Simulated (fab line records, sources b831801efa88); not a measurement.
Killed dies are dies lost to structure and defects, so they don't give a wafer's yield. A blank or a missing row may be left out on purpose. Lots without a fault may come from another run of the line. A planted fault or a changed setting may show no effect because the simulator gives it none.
Problem report in the 8D (eight disciplines) form, filled by code | flow sky130 | the parts of the form that need people (team, actions taken, sign-off) are left out

1. THE PROBLEM
beam_energy_keV at SKY_RES_XHIGH_IMPLANT_07 reads a mean of 20.564 on 6 wafers of 2 lots; wafers without a fault read 19.999 with a standard deviation of 0.0059. That is +96 standard deviations from the usual mean.
First seen on wafer L509.2, day 29 20:31, on implanter-02. The record holds 39 wafers of 13 lots with a number at this step. Rule for "out", or "out of limits": more than 4 standard deviations from the usual mean. The other wafers with a number count as sound.

2. WHAT IT IS AND WHAT IT IS NOT
question                    | is                     | is not
which readings at this step | beam_energy_keV        | -
which lots                  | L508, L509             | L501, L503, L504, L505, L506, L512, L516, L520, L521, L522, L524
which wafers of those lots  | all that have a number | -
read on which tools         | implanter-02           | implanter-03, implanter-04
when                        | from day 29 20:31      | up to then (15 sound wafers); but 18 sound wafers of L512, L516, L520, L521, L522, L524 came after

3. SUSPECTS, AND WHAT RULES EACH OUT
Counting: a tool at a process step up to the reading stays a suspect if it ran every lot that is out and no sound lot after the first of them.
- implanter-02 at SKY_RES_XHIGH_IMPLANT_07: ruled out as a lasting fault. Sound lots L520, L522 ran on it after its first lot that is out, L509 (day 29 20:31).
Left after counting: nothing in the record.

4. THE CAUSE (what the simulator had put in)
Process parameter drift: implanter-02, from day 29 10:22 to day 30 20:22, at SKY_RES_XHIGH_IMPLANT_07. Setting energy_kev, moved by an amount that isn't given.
Counting ruled it out, wrongly.

5. THE CHAIN OF EFFECTS, in route order
Each row: a reading whose mean over the struck wafers that have a number lies more than 3 standard deviations from the usual. Only readings for which the record gives a usual standard deviation are gone through. hours: the time from each lot's start at the first step in this table that gives one to its start at this step, as a median over the lots. sigmas: the change in usual standard deviations.
hours | step                     | reading         | usual  | on struck wafers | change | sigmas
0     | SKY_RES_XHIGH_IMPLANT_07 | beam_energy_keV | 19.999 | 20.564           | +0.565 | +96
The process steps in it:
- SKY_RES_XHIGH_IMPLANT_07
Later measuring or inspecting steps at which every struck wafer that the step has a row for has a number for every such reading, and none has moved that far: SKY_SD_N_RS_MEAS_17, SKY_CONTACT_OVL_MEAS_15.

6. WHAT WOULD HAVE CAUGHT IT SOONER
In this record the first reading out of limits was taken at day 29 20:31, 10 hours after the fault began at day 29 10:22.
